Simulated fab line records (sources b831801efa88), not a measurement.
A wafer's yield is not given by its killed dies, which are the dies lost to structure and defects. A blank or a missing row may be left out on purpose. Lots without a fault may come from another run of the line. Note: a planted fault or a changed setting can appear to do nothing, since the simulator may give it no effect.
Which tool is to blame? | flow sky130 | Sampling: 13 lots, 39 wafers, 6 of 708 route steps

== WHAT THE GAUGES READ, wafer by wafer ==
SKY_POLY_GATE_THK_MEAS_21.
lot  | measured     | on            | POLY_GATE_OXIDATION_THK (nm)
L918 | day 17 10:49 | film-metro-01 | 4.01 4.01 4.06
L919 | day 17 15:35 | film-metro-02 | 4.00 4.00 4.04
L920 | day 18 00:17 | film-metro-04 | 4.00 3.92 3.93
L921 | day 18 15:59 | film-metro-01 | 3.96 3.94 3.94
L922 | day 18 21:22 | film-metro-04 | 4.13 4.13 4.10
L931 | day 22 03:22 | film-metro-02 | 3.97 3.97 4.00
L933 | day 22 21:28 | film-metro-04 | 3.96 4.00 4.06
L934 | day 23 00:29 | film-metro-01 | 3.96 3.95 3.93
L936 | day 23 10:44 | film-metro-02 | 4.07 4.01 3.97
L937 | day 24 01:55 | film-metro-01 | 3.97 3.92 4.00
L939 | day 24 22:55 | film-metro-02 | 4.04 4.05 4.00
L940 | day 25 01:54 | film-metro-02 | 4.06 3.95 4.01
L941 | day 25 12:26 | film-metro-01 | 4.03 3.99 4.11

SKY_POLY_GATE_CD_MEAS_22.
lot  | measured     | on        | cd-nm (nm)
L918 | day 17 10:53 | cd-sem-01 | 151.7 149.2 153.4
L919 | day 17 15:41 | cd-sem-01 | 150.1 148.7 148.2
L920 | day 18 00:20 | cd-sem-01 | 149.9 151.0 150.4
L921 | day 18 16:02 | cd-sem-01 | 152.6 154.6 152.8
L922 | day 18 21:28 | cd-sem-02 | 151.1 150.8 152.8
L931 | day 22 03:26 | cd-sem-02 | 146.9 146.5 148.3
L933 | day 22 21:31 | cd-sem-02 | 151.5 153.4 152.3
L934 | day 23 00:35 | cd-sem-02 | 150.7 153.7 152.8
L936 | day 23 10:50 | cd-sem-02 | 152.6 152.3 147.1
L937 | day 24 01:58 | cd-sem-01 | 151.9 148.0 152.7
L939 | day 24 22:58 | cd-sem-01 | 154.7 152.3 153.0
L940 | day 25 01:59 | cd-sem-02 | 154.4 151.5 152.4
L941 | day 25 12:31 | cd-sem-01 | 147.0 149.6 145.8

SKY_LDD_P_CD_MEAS_07: target cd 380 nm.
lot  | measured     | on        | cd-nm (nm)
L918 | day 20 02:37 | cd-sem-02 | 377.6 375.1 381.5
L919 | day 20 07:25 | cd-sem-02 | 380.0 375.0 376.0
L920 | day 20 15:25 | cd-sem-02 | 377.3 379.0 376.7
L921 | day 21 07:31 | cd-sem-02 | 378.3 378.0 376.9
L922 | day 21 13:04 | cd-sem-02 | - - -
L931 | day 24 17:56 | cd-sem-01 | 385.0 383.1 385.3
L933 | day 25 11:44 | cd-sem-02 | 381.6 380.0 381.0
L934 | day 25 13:22 | cd-sem-02 | 378.2 379.7 380.7
L936 | day 26 01:04 | cd-sem-02 | 379.7 377.5 379.0
L937 | day 26 16:34 | cd-sem-01 | 379.5 381.5 380.7
L939 | day 27 12:14 | cd-sem-01 | 377.3 375.5 376.8
L940 | day 27 14:58 | cd-sem-02 | 380.3 379.6 379.0
L941 | day 28 02:19 | cd-sem-02 | 381.4 379.4 382.4

SKY_LDD_P_TW_MEAS_11.
lot  | measured     | on            | LDD_P_TW
L918 | day 20 03:01 | film-metro-02 | 650 650 648
L919 | day 20 07:47 | film-metro-02 | 650 650 648
L920 | day 20 15:49 | film-metro-02 | 652 649 655
L921 | day 21 07:55 | film-metro-01 | 633 635 628
L922 | day 21 13:27 | film-metro-01 | 30 30 30
L931 | day 24 18:20 | film-metro-01 | 633 630 631
L933 | day 25 12:09 | film-metro-01 | 633 632 630
L934 | day 25 13:45 | film-metro-01 | 633 629 630
L936 | day 26 01:27 | film-metro-03 | 631 631 635
L937 | day 26 16:58 | film-metro-02 | 647 649 646
L939 | day 27 12:39 | film-metro-02 | 647 648 652
L940 | day 27 15:22 | film-metro-03 | 630 628 627
L941 | day 28 02:43 | film-metro-03 | 631 633 633

SKY_LDD_HVN_TW_MEAS_10.
lot  | measured     | on            | LDD_HVN_TW
L918 | day 21 10:15 | film-metro-01 | 1433 1428 1424
L919 | day 21 15:24 | film-metro-01 | 1433 1430 1429
L920 | day 21 23:17 | film-metro-02 | 1457 1461 1457
L921 | day 22 15:50 | film-metro-04 | 1442 1443 1433
L922 | day 22 20:46 | film-metro-04 | 1472 1475 1472
L931 | day 26 00:43 | film-metro-01 | 1424 1423 1427
L933 | day 26 18:27 | film-metro-02 | 1462 1464 1459
L934 | day 26 20:25 | film-metro-01 | 1426 1423 1422
L936 | day 27 07:26 | film-metro-01 | 1429 1418 1416
L937 | day 27 23:27 | film-metro-02 | 1471 1470 1476
L939 | day 28 17:48 | film-metro-01 | 1411 1404 1409
L940 | day 28 20:25 | film-metro-01 | 1406 1410 1406
L941 | day 29 07:18 | film-metro-01 | 1423 1427 1429

== TOOL THAT RAN EACH LOT (tool first, then ch and the chambers of the sampled wafers, then the start) ==
lot  | SKY_LDD_P_EXPOSE_04
L918 | iline-stepper-01 ch 0, day 19 11:37
L919 | iline-stepper-01 ch 0, day 19 16:33
L920 | iline-stepper-01 ch 0, day 20 00:20
L921 | iline-stepper-01 ch 0, day 20 16:01
L922 | iline-stepper-01 ch 0, day 20 22:16
L931 | iline-stepper-02 ch 0, day 24 02:41
L933 | iline-stepper-01 ch 0, day 24 21:32
L934 | iline-stepper-01 ch 0, day 24 23:58
L936 | iline-stepper-01 ch 0, day 25 10:12
L937 | iline-stepper-01 ch 0, day 26 01:17
L939 | iline-stepper-01 ch 0, day 26 21:16
L940 | iline-stepper-01 ch 0, day 26 23:40
L941 | iline-stepper-01 ch 0, day 27 11:22
- SKY_LDD_P_EXPOSE_04: exposes mask PSDM, target cd 380 nm.

== WHAT THE TOOLS THEMSELVES READ (means of the sampled wafers that have a number; where no wafer has one, the mark that the record gives instead) ==
The record holds no such reading with a usual standard deviation.

== THE ANSWER, worked out from the rows above alone ==
Rule: what is usual is taken from the lots themselves. Put in order of their means at a reading, lots are off if they are a third of the lots or fewer, leave a main group of 4 or more, and stand apart from it by a gap of 3 or more times the standard deviation of the main group's means; of several such gaps the widest counts. If all means in a main group match to the digits the tables above print for the reading, that group is not used. Also off: a lot with no number at a reading for which 4 or more lots have one. All remaining lots with rows at the step are treated as sound. First the gauges in route order, then the tools' own readings, where a lot's mean is used as printed above. The first step at which some lot is off is used, and at that step the reading that is off furthest; a lot without a number counts as furthest.
Off, at SKY_LDD_P_CD_MEAS_07 on cd-nm: L922. Without a number there: L922. The main group: mean 379.3 nm, standard deviation 2.1.
If a tool, at a process step before that reading, ran all the lots that are off and no sound lot after the first of them, it fits. The gauges at SKY_LDD_P_CD_MEAS_07 aren't tried: what is off there is off at SKY_LDD_P_TW_MEAS_11 too, on other tools, and a gauge's error can't cause that. No candidate that was tried fits.

== WHAT HAD BEEN PUT IN BY THE SIMULATOR ==
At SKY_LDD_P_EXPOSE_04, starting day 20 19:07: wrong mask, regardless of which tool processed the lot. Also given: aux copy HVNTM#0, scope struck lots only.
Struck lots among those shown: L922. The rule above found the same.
